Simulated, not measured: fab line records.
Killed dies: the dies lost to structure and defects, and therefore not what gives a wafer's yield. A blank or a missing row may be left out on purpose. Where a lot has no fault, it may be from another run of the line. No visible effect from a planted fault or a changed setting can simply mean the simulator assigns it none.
The tool behind it: which one? | flow sky130 | 24 lots with 72 wafers sampled at 4 steps, on a route of 708 steps

## WHAT THE GAUGES READ, wafer by wafer
SKY_METAL2_RS_MEAS_05: the measuring method here is four-point-probe. Usual: for METAL2_ALCU_RS the level is 0.1266 ohm/sq and the standard deviation is 0.0013.
lot  | measured     | on            | METAL2_ALCU_RS (ohm/sq) | flag
L074 | day 34 05:53 | film-metro-01 | 0.1253 0.1242 0.1248    |
L075 | day 34 10:39 | film-metro-01 | 0.1252 0.1261 0.1270    |
L076 | day 34 19:05 | film-metro-04 | 0.1242 0.1248 0.1242    |
L077 | day 35 00:29 | film-metro-01 | 0.1247 0.1259 0.1263    |
L078 | day 35 13:17 | film-metro-04 | 0.1283 0.1273 0.1267    |
L080 | day 36 02:50 | film-metro-02 | 0.1261 0.1267 0.1249    |
L079 | day 36 06:55 | film-metro-01 | 0.1269 0.1267 0.1270    |
L081 | day 36 16:40 | film-metro-04 | 0.1261 0.1255 0.1268    |
L082 | day 37 02:38 | film-metro-01 | 0.1288 0.1288 0.1286    |
L083 | day 37 11:50 | film-metro-01 | 0.1258 0.1260 0.1252    |
L085 | day 37 15:19 | film-metro-02 | 0.1256 0.1266 0.1262    |
L084 | day 37 15:55 | film-metro-01 | 0.1290 0.1286 0.1291    |
L086 | day 38 07:37 | film-metro-01 | 0.1266 0.1256 0.1257    |
L087 | day 38 15:55 | film-metro-04 | 0.1273 0.1273 0.1263    |
L088 | day 38 17:19 | film-metro-01 | 0.1278 0.1272 0.1278    |
L089 | day 39 01:11 | film-metro-01 | 0.1270 0.1276 0.1272    |
L090 | day 39 11:34 | film-metro-01 | 0.1282 0.1267 0.1266    |
L091 | day 39 11:52 | film-metro-04 | 0.1257 0.1247 0.1261    |
L092 | day 39 18:23 | film-metro-04 | 0.1281 0.1283 0.1270    |
L093 | day 40 05:23 | film-metro-04 | 0.1274 0.1269 0.1281    |
L094 | day 40 17:46 | film-metro-01 | 0.1243 0.1257 0.1252    |
L095 | day 40 20:41 | film-metro-02 | 0.1250 0.1244 0.1251    |
L097 | day 40 22:59 | film-metro-01 | 0.1273 0.1279 0.1271    |
L096 | day 41 02:10 | film-metro-02 | 0.1263 0.1264 0.1271    |

SKY_CAPM_RS_MEAS_03: the measuring method here is four-point-probe. Usual: for CAPM_TIN_RS the level is 6.91 ohm/sq and the standard deviation is 0.063.
lot  | measured     | on            | CAPM_TIN_RS (ohm/sq) | flag
L074 | day 36 14:36 | film-metro-04 | 6.85 6.92 6.87       |
L075 | day 36 18:10 | film-metro-04 | 6.96 6.99 6.95       |
L076 | day 37 02:53 | film-metro-04 | 6.93 6.99 6.93       |
L077 | day 37 07:47 | film-metro-03 | 6.88 6.90 6.89       |
L078 | day 37 20:16 | film-metro-04 | 6.86 6.96 6.83       |
L080 | day 38 10:16 | film-metro-04 | 6.95 6.92 6.97       |
L079 | day 38 14:26 | film-metro-03 | 6.99 6.97 6.92       |
L081 | day 38 23:03 | film-metro-01 | 6.80 6.84 6.88       |
L082 | day 39 08:50 | film-metro-04 | 6.88 6.93 6.86       |
L083 | day 39 17:56 | film-metro-03 | 6.88 6.90 6.89       |
L085 | day 39 21:40 | film-metro-03 | 6.99 7.01 6.98       |
L084 | day 39 22:14 | film-metro-01 | 6.89 6.87 6.87       |
L086 | day 40 12:32 | film-metro-01 | 6.88 6.84 6.91       |
L087 | day 40 21:51 | film-metro-01 | 6.85 6.87 6.93       |
L088 | day 40 23:22 | film-metro-01 | 6.84 6.89 6.81       |
L089 | day 41 05:53 | film-metro-04 | 6.96 7.01 7.00       |
L090 | day 41 15:21 | film-metro-01 | 6.94 7.05 7.02       |
L091 | day 41 15:26 | film-metro-04 | 6.96 7.00 6.95       |
L092 | day 41 23:11 | film-metro-03 | 6.84 6.87 6.81       |
L093 | day 42 09:07 | film-metro-03 | 6.81 6.87 6.77       |
L094 | day 42 20:07 | film-metro-01 | 6.92 6.78 6.85       |
L095 | day 42 23:46 | film-metro-04 | 6.94 6.88 6.87       |
L097 | day 43 01:34 | film-metro-01 | 6.93 6.93 6.95       |
L096 | day 43 03:49 | film-metro-03 | 6.96 6.98 6.94       |

## EACH LOT AND THE TOOL THAT RAN IT (in order: tool; ch and the chambers of the sampled wafers; start)
lot  | SKY_VIA1_CMP_02               | SKY_METAL2_SPUTTER_04
L074 | cmp-01 ch 0,1,2, day 33 01:21 | pvd-sputter-01, day 34 05:49
L075 | cmp-02 ch 1,3, day 33 06:00   | pvd-sputter-03, day 34 10:37
L076 | cmp-02 ch 0,1,2, day 33 14:10 | pvd-sputter-01, day 34 18:58
L077 | cmp-01 ch 0,1,3, day 33 19:52 | pvd-sputter-04, day 35 00:26
L078 | cmp-02 ch 0,1,2, day 34 08:11 | pvd-sputter-03, day 35 13:14
L080 | cmp-02 ch 0,2,3, day 34 21:53 | pvd-sputter-01, day 36 02:46
L079 | cmp-01 ch 0,1,2, day 35 02:16 | pvd-sputter-01, day 36 06:52
L081 | cmp-02 ch 1,2,3, day 35 12:31 | pvd-sputter-01, day 36 16:37
L082 | cmp-01 ch 1,2,3, day 35 22:37 | pvd-sputter-03, day 37 02:34
L083 | cmp-01 ch 0,2, day 36 07:58   | pvd-sputter-01, day 37 11:47
L085 | cmp-01 ch 0,2,3, day 36 11:40 | pvd-sputter-04, day 37 15:13
L084 | cmp-02 ch 1,2,3, day 36 12:01 | pvd-sputter-03, day 37 15:52
L086 | cmp-01 ch 0,1,2, day 37 03:28 | pvd-sputter-01, day 38 07:34
L087 | cmp-02 ch 0,1,3, day 37 12:46 | pvd-sputter-04, day 38 15:50
L088 | cmp-02 ch 0,2,3, day 37 13:37 | pvd-sputter-01, day 38 17:17
L089 | cmp-01 ch 0,1,2, day 37 21:34 | pvd-sputter-04, day 39 01:08
L090 | cmp-02 ch 0,2, day 38 08:22   | pvd-sputter-03, day 39 11:30
L091 | cmp-01 ch 0,3, day 38 09:14   | pvd-sputter-01, day 39 11:48
L092 | cmp-02 ch 0,1,2, day 38 15:07 | pvd-sputter-01, day 39 18:16
L093 | cmp-02 ch 2,3, day 39 02:28   | pvd-sputter-04, day 40 05:18
L094 | cmp-01 ch 1,2, day 39 14:47   | pvd-sputter-01, day 40 17:41
L095 | cmp-01 ch 2,3, day 39 17:43   | pvd-sputter-01, day 40 20:36
L097 | cmp-02 ch 1,2,3, day 39 20:45 | pvd-sputter-01, day 40 22:55
L096 | cmp-01 ch 0,1,2, day 39 23:25 | pvd-sputter-03, day 41 02:06
- SKY_VIA1_CMP_02: polishes SiO2.
- SKY_METAL2_SPUTTER_04: material TiN, target thk 70 nm, time 58.3 s.

## AS READ BY THE TOOLS THEMSELVES (means over the sampled wafers that have a number; for cases with no such wafer, the mark the record gives instead)
SKY_VIA1_CMP_02. Usual: motor-current-A 11.5 A, standard deviation 0.95; slurry-filter-dp-kPa 13.50 kPa, standard deviation 0.13.
lot  | tool   | motor-current-A (A) | slurry-filter-dp-kPa (kPa) | flag
L074 | cmp-01 | 11.9                | 13.46                      |
L075 | cmp-02 | 11.9                | 13.44                      |
L076 | cmp-02 | 11.3                | 13.48                      |
L077 | cmp-01 | 11.8                | 13.54                      |
L078 | cmp-02 | 11.3                | 13.58                      |
L080 | cmp-02 | 11.3                | 13.54                      |
L079 | cmp-01 | 12.2                | 13.51                      |
L081 | cmp-02 | 11.6                | 13.39                      |
L082 | cmp-01 | 10.9                | 13.38                      |
L083 | cmp-01 | 11.3                | 13.50                      |
L085 | cmp-01 | 11.7                | 13.53                      |
L084 | cmp-02 | 11.7                | 13.37                      |
L086 | cmp-01 | 11.7                | 13.57                      |
L087 | cmp-02 | 12.1                | 13.58                      |
L088 | cmp-02 | 10.9                | 13.46                      |
L089 | cmp-01 | 11.9                | 13.49                      |
L090 | cmp-02 | 10.8                | 13.46                      |
L091 | cmp-01 | 11.1                | 13.63                      |
L092 | cmp-02 | 11.3                | 13.47                      |
L093 | cmp-02 | 11.2                | 13.48                      |
L094 | cmp-01 | 11.3                | 13.54                      |
L095 | cmp-01 | 10.6                | 13.64                      |
L097 | cmp-02 | 11.4                | 13.30                      |
L096 | cmp-01 | 11.6                | 13.43                      |

SKY_METAL2_SPUTTER_04. Usual: 29.7 % for throttle-valve-pct, sd 1.
lot  | tool           | throttle-valve-pct (%) | flag
L074 | pvd-sputter-01 | 28.7                   |
L075 | pvd-sputter-03 | 29.8                   |
L076 | pvd-sputter-01 | 29.3                   |
L077 | pvd-sputter-04 | 30.8                   |
L078 | pvd-sputter-03 | 29.7                   |
L080 | pvd-sputter-01 | 29.4                   |
L079 | pvd-sputter-01 | 29.3                   |
L081 | pvd-sputter-01 | 29.1                   |
L082 | pvd-sputter-03 | 29.1                   |
L083 | pvd-sputter-01 | 30.2                   |
L085 | pvd-sputter-04 | 30.2                   |
L084 | pvd-sputter-03 | 29.4                   |
L086 | pvd-sputter-01 | 29.6                   |
L087 | pvd-sputter-04 | 31.5                   |
L088 | pvd-sputter-01 | 29.4                   |
L089 | pvd-sputter-04 | 30.9                   |
L090 | pvd-sputter-03 | 29.4                   |
L091 | pvd-sputter-01 | 29.2                   |
L092 | pvd-sputter-01 | 28.8                   |
L093 | pvd-sputter-04 | 30.3                   |
L094 | pvd-sputter-01 | 29.9                   |
L095 | pvd-sputter-01 | 29.6                   |
L097 | pvd-sputter-01 | 29.5                   |
L096 | pvd-sputter-03 | 29.7                   |

## THE ANSWER, worked out from the rows above alone
Rule: lot off if the mean of its wafers having a number is beyond 3 standard deviations from the usual mean. A lot without any number at a reading at which 4 lots or more have one is off too. Any other lot the step has rows for is counted as sound. The gauges are gone through in route order, then the tools' own readings, and for those a lot's mean is taken as printed above. The first step at which some lot is off is used, and at that step the reading that is off furthest; a lot without a number counts as furthest.
Nothing can be told from this: no lot is off at any reading shown.

## WHAT THE SIMULATOR PUT IN
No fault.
